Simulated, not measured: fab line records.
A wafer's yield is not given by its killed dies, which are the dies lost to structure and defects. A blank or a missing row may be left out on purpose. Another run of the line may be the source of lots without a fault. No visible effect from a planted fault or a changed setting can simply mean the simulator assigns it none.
Comparing a struck lot with a sound one || flow gf180mcu || 13 steps out of a route of 602
Sound: wafers L545.2, L545.3, L545.6. Wafers L549.1, L549.4, L549.6 were the ones struck. At the end, the cause is stated.
For every step that has rows: the tool of each side, followed by ch and its chambers, followed by its first start. Under that, the readings that differ: sound wafers || struck wafers || difference of the means || sigmas: that difference in standard deviations of wafers without a fault.
alike: readings whose means differ by less than 2 such deviations, and words and numbers that are the same on both sides. not compared: withheld readings, readings that some wafer has no value for, bounds like >300 that may hide the same value, and numbers for which the record gives no deviation and whose values overlap.
Wherever a step has rows on one side only, a row that says differs or no value, or a row with sigmas, the two part there. Non-overlapping numbers with no deviation appear without sigmas and do not part them. A reading missing from all wafers of one side parts the sides only when that side holds two or more wafers.

GF_V1_CD_MEAS_14 targets a cd of 260 nm.
  sound on cdSem-01 at day 22 09:47; struck on cdSem-02 at day 23 21:28
  alike: cdNm
GF_V1_OVL_MEAS_15:
  sound on overlay-01 at day 22 09:53; struck on overlay-02 at day 23 21:35
  alike: V1_OVL
GF_V1_ETCH_16: etches BARC in N2/H2.
  sound on rieDiel-03 ch 0,1,2, day 22 09:55; struck on rieDiel-03 ch 1,2,3, day 23 21:37
  alike: drypumpMotorCurrentA, oesProductAu, throttleValvePct
GF_V1_ETCH_17: etches SiO2 in C4F8/O2/Ar, stops on TiN, target depth 630 nm.
  sound on rieDiel-03 ch 0,1,2; struck on rieDiel-03 ch 1,2,3
  alike: oesProductAu
then, 3 steps without rows for these wafers: GF_V1_STRIP_18 (strips in O2/N2); GF_V1_STRIP_19 (strips in post etch residue remover, time 1200 s); GF_V1_CLEAN_20 (cleans in DIW).
GF_V1_SPUTTER_21: material Ti, target thk 15 nm, time 80.02 s.
  sound on pvdSputter-03 at day 22 10:35; struck on pvdSputter-03 at day 23 22:17
  alike: throttleValvePct
GF_V1_SPUTTER_22: material TiN, target thk 10 nm, time 40 s.
  sound on pvdSputter-03 at day 22 10:38; struck on pvdSputter-03 at day 23 22:20
  alike: throttleValvePct
GF_V1_CVD_23: deposits W, target thk 350 nm, time 105.05 s.
  sound on cvdW-02 ch 0,1, day 22 10:41; struck on cvdW-01 ch 0,1, day 23 22:23
  alike: heaterPowerW
  not compared: sinceWetCleanH
GF_V1_RS_MEAS_24: measurement is done with a four-point probe.
  sound on filmMetro-03 at day 22 10:49; struck on filmMetro-02 at day 23 22:29
{"reading": "V1_W_RS (ohm/sq)", "sound": "0.319 0.323 0.320", "struck": "0.330 0.328 0.333", "difference": "+0.010", "sigmas": "+3"}
GF_V1_THK_MEAS_25: measures by xrf.
  sound on filmMetro-03 at day 22 10:55; struck on filmMetro-02 at day 23 22:37
  alike: V1_W_THK
GF_V1_CMP_26: polishes, stops on SiO2, t overpolish 15 s, target thk 0 nm.
  sound on cmp-01 ch 0,3, day 22 11:01; struck on cmp-02 ch 0,2,3, day 23 22:40
  no value came back on the struck wafers for any of 5 readings (edgeZonePressureFrac, headPressurePsi (psi) and others); on the sound wafers edgeZonePressureFrac reads 1.003 1.001 1.004
{"reading": "model.W_of_V1_CVD_23.thkNm (nm)", "sound": "0 0 0", "struck": "348.1 349 344.5", "difference": "+347.2", "sigmas": ""}
{"reading": "model.SiO2_of_V1_CVD_02.thkNm (nm)", "sound": "629.5 628.9 629.8", "struck": "631.3 632.1 631.1", "difference": "+2.1", "sigmas": ""}

## WHERE THEY PART
Last at GF_V1_CMP_26 as far as this record goes, first at GF_V1_RS_MEAS_24.

WHY: what the simulator had put in
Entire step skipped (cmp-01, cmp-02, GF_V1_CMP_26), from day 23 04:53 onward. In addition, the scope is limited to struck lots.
